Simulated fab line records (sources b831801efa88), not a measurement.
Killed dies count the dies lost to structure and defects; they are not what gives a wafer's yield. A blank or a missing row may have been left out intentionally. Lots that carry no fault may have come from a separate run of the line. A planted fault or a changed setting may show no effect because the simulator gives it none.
fab line records + flow sky130
record:
- lots: 13
- wafers: 39
- last_day: 50
route steps=708 shown NWELL@78 CONTACT@429 METAL1@449 PAD_OPEN@708
lots with no fault: from the same line, run without faults
start_h: the number of hours between the record's first day and the start of the first shown wafer of the lot + wait_h: hours since the lot's step before + " repeats the value in the row above + L1.1+2: several wafers, shown together as one row + - no value present, or no start provided + * or withheld: withheld + < > ~ a bound
route shown NAME@n: NAME is a module with steps in the file, n the number in the route of the first one + usual: mean/standard deviation of fault-free wafers + same: alike in all rows + chamber/n: place in a boat + sites: readings site by site + _std_site: standard deviation of those values + _edge_site: the outer-site mean with the inner-site mean subtracted + radius_mm: how far each site lies from the wafer's centre + mask NAME#n: copy n + behind: the most recent tool/chamber to have shaped the wafer + hold: cause of the lot's hold/its duration in hours/its outcome + device: which transistor (n, p or np) failed to switch + end of line: tests run on the same wafers once the route is complete + a step without rows: its recipe alone + killed: not the wafer's yield, but the dies lost to structure and defects at the first sort + map: the dies of a wafer, with x for killed, . for not killed, _ for no die there
set.NAME: the run value of the setting; set.NAME@STEP: its run value at that earlier step + model.NAME: the simulator's own value behind a step, which no gauge read
a sample of lots followed through the steps of the route, with each step as a table and each wafer as a row
services: the hour from which a tool's chamber was out of use, counted from the record's first day as start_h (under 0 if before that day), plus the number of hours and why
== steps ==
step: SKY_NWELL_STRIP_25
recipe:
- chemistry: O2/N2
- power_w: 1400
- pressure_mtorr: 1500
- platen_temp_c: withheld
- o2_flow_sccm: 3000
- n2_flow_sccm: 300
- overash_fraction: 0.5
usual:
- drypump_motor_current_A: 5.5/0.39
- oes_product_au: 0.723/0.0043
- strip_time_to_endpoint_s: 36.89/0.11
| lot.wafer | tool            | chamber | start_h | wait_h | drypump_motor_current_A | oes_product_au | rf_hours_counter_h | strip_time_to_endpoint_s |
|-----------|-----------------|---------|---------|--------|-------------------------|----------------|--------------------|--------------------------|
| L478.3    | plasma_asher-01 | 0       | 106.07  | 0.1    | 5.3                     | 0.725          | -                  | 36.87                    |
| L478.4    | "               | 1       | "       | "      | 6.2                     | 0.721          | -                  | 36.83                    |
| L478.6    | "               | 1       | "       | "      | 6.2                     | 0.727          | -                  | 36.86                    |
| L480.1    | plasma_asher-04 | 0       | 113.52  | 0.1    | 5.3                     | 0.728          | 44                 | 36.91                    |
| L480.3    | "               | 0       | "       | "      | 5.2                     | 0.726          | -                  | 36.94                    |
| L480.5    | "               | 1       | "       | "      | 5.1                     | 0.721          | -                  | 36.85                    |
| L481.1    | plasma_asher-01 | 1       | 122.62  | 0.1    | 6.1                     | 0.730          | 0                  | 36.82                    |
| L481.2    | "               | 0       | "       | "      | 5.3                     | 0.721          | 0                  | 36.74                    |
| L481.5    | "               | 0       | "       | "      | 5.3                     | 0.725          | -                  | 36.88                    |
| L482.1    | plasma_asher-03 | 0       | 130.84  | 0.1    | 5.7                     | 0.727          | 32                 | 36.61                    |
| L482.3    | "               | 0       | "       | "      | 5.7                     | 0.726          | -                  | 36.62                    |
| L482.5    | "               | 1       | "       | "      | 5.6                     | 0.726          | -                  | 36.75                    |
| L483.1    | plasma_asher-04 | 0       | 132.82  | 0.1    | 5.2                     | 0.716          | 46                 | 37.06                    |
| L483.3    | "               | 1       | "       | "      | 5.1                     | 0.723          | -                  | 37.06                    |
| L483.4    | "               | 0       | "       | "      | 5.3                     | 0.729          | -                  | 37.14                    |
| L484.2    | plasma_asher-03 | 0       | 138.72  | 0.1    | 5.7                     | 0.725          | 33                 | 37.03                    |
| L484.3    | "               | 1       | "       | "      | 5.6                     | 0.720          | -                  | 36.93                    |
| L484.4    | "               | 0       | "       | "      | 5.7                     | 0.725          | -                  | 36.98                    |
| L485.2    | plasma_asher-01 | 0       | 147.69  | 0.1    | 5.3                     | 0.722          | 3                  | 36.87                    |
| L485.3    | "               | 0       | "       | "      | 5.3                     | 0.737          | -                  | 36.71                    |
| L485.6    | "               | 0       | "       | "      | 5.3                     | 0.718          | -                  | 36.75                    |
| L492.2    | plasma_asher-01 | 0       | 184.84  | 0.1    | 5.3                     | 0.724          | 6                  | 36.92                    |
| L492.3    | "               | 0       | "       | "      | 5.3                     | 0.719          | -                  | 36.86                    |
| L492.6    | "               | 1       | "       | "      | 6.2                     | 0.721          | -                  | 36.79                    |
| L493.1    | plasma_asher-01 | 0       | 194.42  | 0.1    | 5.3                     | 0.716          | 7                  | 36.87                    |
| L493.2    | "               | 1       | "       | "      | 6.1                     | 0.724          | 7                  | 36.80                    |
| L493.5    | "               | 1       | "       | "      | 6.1                     | 0.724          | -                  | 36.93                    |
| L496.2    | plasma_asher-04 | 0       | 212.17  | 0.1    | 5.2                     | 0.719          | 54                 | 36.78                    |
| L496.4    | "               | 0       | "       | "      | 5.2                     | 0.714          | -                  | 36.87                    |
| L496.5    | "               | 1       | "       | "      | 5.1                     | 0.719          | -                  | 36.96                    |
| L497.1    | plasma_asher-04 | 0       | 218.47  | 0.1    | 5.2                     | 0.723          | 54                 | 36.93                    |
| L497.3    | "               | 0       | "       | "      | 5.3                     | 0.722          | -                  | 36.95                    |
| L497.4    | "               | 1       | "       | "      | 5.1                     | 0.726          | -                  | 36.90                    |
| L498.1    | plasma_asher-04 | 0       | 223.24  | 0.1    | 5.2                     | 0.726          | 55                 | 36.87                    |
| L498.3    | "               | 1       | "       | "      | 5.1                     | 0.731          | -                  | 36.91                    |
| L498.6    | "               | 0       | "       | "      | 5.2                     | 0.720          | -                  | 36.86                    |
| L499.2    | plasma_asher-03 | 0       | 229.42  | 0.1    | 5.7                     | 0.723          | 42                 | 36.86                    |
| L499.4    | "               | 1       | "       | "      | 5.6                     | 0.728          | -                  | 36.78                    |
| L499.5    | "               | 1       | "       | "      | 5.6                     | 0.723          | -                  | 36.85                    |
step: SKY_CONTACT_SPUTTER_23
recipe:
- material: TiN
- target_thk_nm: 20
- chamber_pressure_pa: 5
- power_w: 4000
- time_s: 80
usual:
- throttle_valve_pct: 29.5/1.1
| lot.wafer | tool           | chamber | start_h | wait_h | throttle_valve_pct |
|-----------|----------------|---------|---------|--------|--------------------|
| L478.3    | pvd_sputter-02 | -       | 735.27  | 0.0    | 30.5               |
| L478.4    | "              | -       | "       | "      | 27.5               |
| L478.6    | "              | -       | "       | "      | 30.2               |
| L480.1    | pvd_sputter-03 | -       | 746.43  | 0.0    | 30.3               |
| L480.3    | "              | -       | "       | "      | 29.2               |
| L480.5    | "              | -       | "       | "      | 29.2               |
| L481.1    | pvd_sputter-03 | -       | 756.40  | 0.0    | 30.8               |
| L481.2    | "              | -       | "       | "      | 29.7               |
| L481.5    | "              | -       | "       | "      | 29.1               |
| L482.1    | pvd_sputter-03 | -       | 766.14  | 0.0    | 30.4               |
| L482.3    | "              | -       | "       | "      | 29.1               |
| L482.5    | "              | -       | "       | "      | 31.1               |
| L483.1    | pvd_sputter-03 | -       | 776.45  | 0.0    | 29.7               |
| L483.3    | "              | -       | "       | "      | 29.2               |
| L483.4    | "              | -       | "       | "      | 30.5               |
| L484.2    | pvd_sputter-03 | -       | 782.08  | 0.0    | 30.4               |
| L484.3    | "              | -       | "       | "      | 29.3               |
| L484.4    | "              | -       | "       | "      | 30.7               |
| L485.2    | pvd_sputter-04 | -       | 792.93  | 0.0    | 29.7               |
| L485.3    | "              | -       | "       | "      | 28.7               |
| L485.6    | "              | -       | "       | "      | 29.5               |
| L492.2    | pvd_sputter-03 | -       | 838.47  | 0.0    | 30.6               |
| L492.3    | "              | -       | "       | "      | 29.1               |
| L492.6    | "              | -       | "       | "      | 30.8               |
| L493.1    | pvd_sputter-02 | -       | 845.85  | 0.0    | 28.2               |
| L493.2    | "              | -       | "       | "      | 30.3               |
| L493.5    | "              | -       | "       | "      | 29.5               |
| L496.2    | pvd_sputter-03 | -       | 871.38  | 0.0    | 30.4               |
| L496.4    | "              | -       | "       | "      | 29.0               |
| L496.5    | "              | -       | "       | "      | 29.8               |
| L497.1    | pvd_sputter-04 | -       | 877.82  | 0.0    | 30.4               |
| L497.3    | "              | -       | "       | "      | 30.8               |
| L497.4    | "              | -       | "       | "      | 28.5               |
| L498.1    | pvd_sputter-03 | -       | 882.47  | 0.0    | 29.2               |
| L498.3    | "              | -       | "       | "      | 30.6               |
| L498.6    | "              | -       | "       | "      | 30.8               |
| L499.2    | pvd_sputter-04 | -       | 896.97  | 0.0    | 30.7               |
| L499.4    | "              | -       | "       | "      | 29.7               |
| L499.5    | "              | -       | "       | "      | 30.5               |
step: SKY_CONTACT_RS_MEAS_25
recipe:
- thk_meas_gauge: four-point-probe
- reads: W_of_CONTACT_CVD_24+TiN_of_CONTACT_SPUTTER_23
usual:
- CONTACT_W_RS: 0.338/0.0053
| lot.wafer | tool          | chamber | start_h | wait_h | CONTACT_W_RS[ohm/sq] |
|-----------|---------------|---------|---------|--------|----------------------|
| L478.3    | film_metro-04 | -       | 735.48  | 0.1    | 0.352                |
| L478.4    | "             | -       | "       | "      | 0.344                |
| L478.6    | "             | -       | "       | "      | 0.345                |
| L480.1    | film_metro-02 | -       | 746.60  | 0.1    | 0.340                |
| L480.3    | "             | -       | "       | "      | 0.339                |
| L480.5    | "             | -       | "       | "      | 0.343                |
| L481.1    | film_metro-01 | -       | 756.57  | 0.1    | 0.326                |
| L481.2    | "             | -       | "       | "      | 0.339                |
| L481.5    | "             | -       | "       | "      | 0.324                |
| L482.1    | film_metro-04 | -       | 766.31  | 0.1    | 0.340                |
| L482.3    | "             | -       | "       | "      | 0.337                |
| L482.5    | "             | -       | "       | "      | 0.335                |
| L483.1    | film_metro-04 | -       | 776.63  | 0.1    | 0.336                |
| L483.3    | "             | -       | "       | "      | 0.336                |
| L483.4    | "             | -       | "       | "      | 0.337                |
| L484.2    | film_metro-02 | -       | 782.27  | 0.1    | 0.340                |
| L484.3    | "             | -       | "       | "      | 0.335                |
| L484.4    | "             | -       | "       | "      | 0.341                |
| L485.2    | film_metro-02 | -       | 793.13  | 0.1    | 0.342                |
| L485.3    | "             | -       | "       | "      | 0.337                |
| L485.6    | "             | -       | "       | "      | 0.338                |
| L492.2    | film_metro-04 | -       | 838.66  | 0.1    | 0.344                |
| L492.3    | "             | -       | "       | "      | 0.339                |
| L492.6    | "             | -       | "       | "      | 0.341                |
| L493.1    | film_metro-04 | -       | 846.02  | 0.1    | 0.327                |
| L493.2    | "             | -       | "       | "      | 0.338                |
| L493.5    | "             | -       | "       | "      | 0.338                |
| L496.2    | film_metro-02 | -       | 871.58  | 0.1    | 0.344                |
| L496.4    | "             | -       | "       | "      | 0.345                |
| L496.5    | "             | -       | "       | "      | 0.347                |
| L497.1    | film_metro-02 | -       | 877.99  | 0.1    | 0.337                |
| L497.3    | "             | -       | "       | "      | 0.338                |
| L497.4    | "             | -       | "       | "      | 0.336                |
| L498.1    | film_metro-02 | -       | 882.64  | 0.1    | 0.330                |
| L498.3    | "             | -       | "       | "      | 0.331                |
| L498.6    | "             | -       | "       | "      | 0.332                |
| L499.2    | film_metro-01 | -       | 897.16  | 0.1    | 0.343                |
| L499.4    | "             | -       | "       | "      | 0.342                |
| L499.5    | "             | -       | "       | "      | 0.340                |
step: SKY_METAL1_CD_MEAS_15
recipe:
- target_cd_nm: 140
usual:
- cd_nm: 140.3/1.7
| lot.wafer | tool      | chamber | start_h | wait_h | cd_nm |
|-----------|-----------|---------|---------|--------|-------|
| L478.3    | cd_sem-01 | -       | 763.54  | -      | 141.0 |
| L478.4    | "         | -       | "       | "      | 141.1 |
| L478.6    | "         | -       | "       | "      | 141.6 |
| L480.1    | cd_sem-01 | -       | 775.03  | -      | 140.7 |
| L480.3    | "         | -       | "       | "      | 141.7 |
| L480.5    | "         | -       | "       | "      | 141.1 |
| L481.1    | cd_sem-01 | -       | 784.86  | -      | 139.5 |
| L481.2    | "         | -       | "       | "      | 138.4 |
| L481.5    | "         | -       | "       | "      | 139.7 |
| L482.1    | cd_sem-01 | -       | 793.29  | -      | 140.0 |
| L482.3    | "         | -       | "       | "      | 140.0 |
| L482.5    | "         | -       | "       | "      | 140.1 |
| L483.1    | cd_sem-01 | -       | 803.65  | -      | 138.2 |
| L483.3    | "         | -       | "       | "      | 139.2 |
| L483.4    | "         | -       | "       | "      | 137.7 |
| L484.2    | cd_sem-02 | -       | 809.12  | -      | 140.6 |
| L484.3    | "         | -       | "       | "      | 139.6 |
| L484.4    | "         | -       | "       | "      | 139.0 |
| L485.2    | cd_sem-01 | -       | 820.16  | -      | 141.1 |
| L485.3    | "         | -       | "       | "      | 141.2 |
| L485.6    | "         | -       | "       | "      | 140.9 |
| L492.2    | cd_sem-02 | -       | 865.01  | -      | 141.1 |
| L492.3    | "         | -       | "       | "      | 140.3 |
| L492.6    | "         | -       | "       | "      | 140.6 |
| L493.1    | cd_sem-02 | -       | 872.60  | -      | 138.0 |
| L493.2    | "         | -       | "       | "      | 139.6 |
| L493.5    | "         | -       | "       | "      | 138.6 |
| L496.2    | cd_sem-01 | -       | 897.92  | -      | 143.9 |
| L496.4    | "         | -       | "       | "      | 141.2 |
| L496.5    | "         | -       | "       | "      | 140.8 |
| L497.1    | cd_sem-01 | -       | 903.84  | -      | 138.3 |
| L497.3    | "         | -       | "       | "      | 138.2 |
| L497.4    | "         | -       | "       | "      | 138.4 |
| L498.1    | cd_sem-01 | -       | 909.25  | -      | 139.8 |
| L498.3    | "         | -       | "       | "      | 140.3 |
| L498.6    | "         | -       | "       | "      | 141.7 |
| L499.2    | cd_sem-01 | -       | 923.06  | -      | 141.5 |
| L499.4    | "         | -       | "       | "      | 140.4 |
| L499.5    | "         | -       | "       | "      | 141.6 |
step: SKY_PAD_OPEN_PROBE_99
usual:
- killed_at_M0_to_M3: 43/6.5
- killed_at_M4_up: 3.1/1.8
- killed_at_contacts: 24/5.6
- killed_at_front_end: 15/4.2
- killed_at_other: 0.3/0.5
- killed_dies: 86/8.9
- killed_open: 47/6.9
- killed_short: 39/5.9
same:
- gross_dies: 492
- killed_at_back_side: 0
| lot.wafer | tool      | chamber | start_h | wait_h | killed_at_M0_to_M3 | killed_at_M4_up | killed_at_contacts | killed_at_front_end | killed_at_other | killed_dies | killed_open | killed_short |
|-----------|-----------|---------|---------|--------|--------------------|-----------------|--------------------|---------------------|-----------------|-------------|-------------|--------------|
| L492.2    | prober-02 | -       | 1151.67 | 0.1    | 41                 | 3               | 21                 | 55                  | 0               | 120         | 51          | 28           |
| L492.3    | prober-02 | -       | 1151.72 | 0.2    | 37                 | 3               | 25                 | 61                  | 0               | 126         | 45          | 30           |
| L492.6    | prober-02 | -       | 1151.87 | 0.2    | 40                 | 4               | 31                 | 13                  | 0               | 88          | 40          | 48           |
| L493.1    | prober-01 | -       | 1156.55 | 0.1    | 43                 | 0               | 20                 | 55                  | 0               | 118         | 38          | 33           |
| L493.2    | prober-01 | -       | 1156.60 | 0.1    | 36                 | 3               | 23                 | 8                   | 0               | 70          | 40          | 30           |
| L493.5    | prober-01 | -       | 1156.75 | 0.2    | 43                 | 1               | 12                 | 16                  | 0               | 72          | 43          | 29           |
killed by level:class
L492.2 NWELL:unspecified=41 VIA1:geometric_particle:open=11 LI_CONTACT:geometric_particle:open=7 CONTACT:geometric_particle:open=7 VIA3:geometric_particle:open=7 METAL1:geometric_particle:short=5 VIA2:geometric_particle:open=4 POLY_GATE:geometric_particle:open=3
L492.3 NWELL:unspecified=51 VIA1:geometric_particle:open=13 CONTACT:geometric_particle:open=7 LI_CONTACT:geometric_particle:open=6 METAL2:geometric_particle:short=6 LI_CONTACT:geometric_particle:short=4 LOCAL_INTERCONNECT:geometric_particle:short=4 VIA2:geometric_particle:open=4
L492.6 VIA1:geometric_particle:open=13 CONTACT:geometric_particle:open=9 LI_CONTACT:geometric_particle:open=8 CONTACT:geometric_particle:short=7 LI_CONTACT:geometric_particle:short=6 METAL1:geometric_particle:short=5 POLY_GATE:geometric_particle:short=4 METAL3:geometric_particle:short=4
L493.1 NWELL:unspecified=47 VIA1:geometric_particle:open=14 CONTACT:geometric_particle:short=6 LOCAL_INTERCONNECT:geometric_particle:short=5 VIA2:geometric_particle:open=5 METAL2:geometric_particle:short=5 VIA3:geometric_particle:open=4 LI_CONTACT:geometric_particle:open=4
L493.2 VIA3:geometric_particle:open=10 CONTACT:geometric_particle:open=9 LI_CONTACT:geometric_particle:open=7 METAL1:geometric_particle:short=5 VIA1:geometric_particle:short=5 POLY_GATE:geometric_particle:open=4 VIA1:geometric_particle:open=4 VIA2:geometric_particle:short=4
L493.5 VIA1:geometric_particle:open=10 VIA3:geometric_particle:open=7 VIA2:geometric_particle:open=6 LI_CONTACT:geometric_particle:open=5 VIA2:geometric_particle:short=4 POLY_GATE:geometric_particle:short=3 CONTACT:geometric_particle:open=3 METAL2:geometric_particle:short=3
== services ==
| tool            | chamber | start_h | hours | kind   |
|-----------------|---------|---------|-------|--------|
| pvd_sputter-04  | -       | 100.77  | 2.7   | repair |
| plasma_asher-04 | -       | 104.83  | 1.2   | repair |
| plasma_asher-01 | -       | 108.75  | 9.0   | pm     |
| plasma_asher-03 | -       | 134.59  | 2.8   | pm     |
| plasma_asher-04 | -       | 207.25  | 3.2   | repair |
| plasma_asher-03 | -       | 296.06  | 5.4   | repair |
| pvd_sputter-03  | -       | 310.09  | 6.3   | repair |
| pvd_sputter-04  | -       | 321.92  | 2.8   | repair |
| plasma_asher-04 | -       | 337.42  | 14.6  | pm     |
| plasma_asher-04 | -       | 421.25  | 9.0   | pm     |
| pvd_sputter-04  | -       | 435.83  | 2.5   | repair |
| pvd_sputter-04  | -       | 502.46  | 1.9   | repair |
| pvd_sputter-03  | -       | 505.15  | 21.2  | repair |
| pvd_sputter-03  | -       | 527.14  | 1.8   | repair |
| plasma_asher-01 | -       | 562.07  | 1.5   | repair |
| plasma_asher-03 | -       | 571.94  | 4.1   | repair |
| pvd_sputter-03  | -       | 579.22  | 1.2   | repair |
| plasma_asher-03 | -       | 584.82  | 1.6   | repair |
| plasma_asher-01 | -       | 636.05  | 6.1   | repair |
| plasma_asher-04 | -       | 672.66  | 10.0  | pm     |
| plasma_asher-04 | -       | 690.14  | 21.0  | repair |
| plasma_asher-01 | -       | 694.85  | 2.8   | pm     |
| pvd_sputter-03  | -       | 741.38  | 0.8   | repair |
| plasma_asher-04 | -       | 863.65  | 2.8   | pm     |
== key ==
first_sign:
- step: SKY_PAD_OPEN_PROBE_99
- reading: killed_at_front_end
- direction: up
- sigmas: 9.9
- usual: 15
- struck: 57
effect:
- step: SKY_PAD_OPEN_PROBE_99
- reading: killed_dies
- direction: up
- sigmas: 4
- usual: 86
- struck: 121
met_at SKY_NWELL_STRIP_25
struck_lots L492,L493
struck_wafers L492.2,L492.3,L493.1
tester_left_out L492,L493
not_acting_at SKY_CONTACT_SPUTTER_23,SKY_CONTACT_RS_MEAS_25,SKY_METAL1_CD_MEAS_15
onset_between 147.69 184.84
fault:
- kind: chamber_particle_source
- tool: plasma_asher-01
- chamber: 0
- onset_h: 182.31
- steps: SKY_NWELL_STRIP_25
- rate_per_visit_cm2: 0.47938
- end_h: 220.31
tester_left_out: of these lots the tester's yield and bins aren't shown, on N5 and GAA mostly nor the transistor test; their killed dies are dies lost to structure and defects alone, not to doping, threshold or leakage, so they don't give the yield
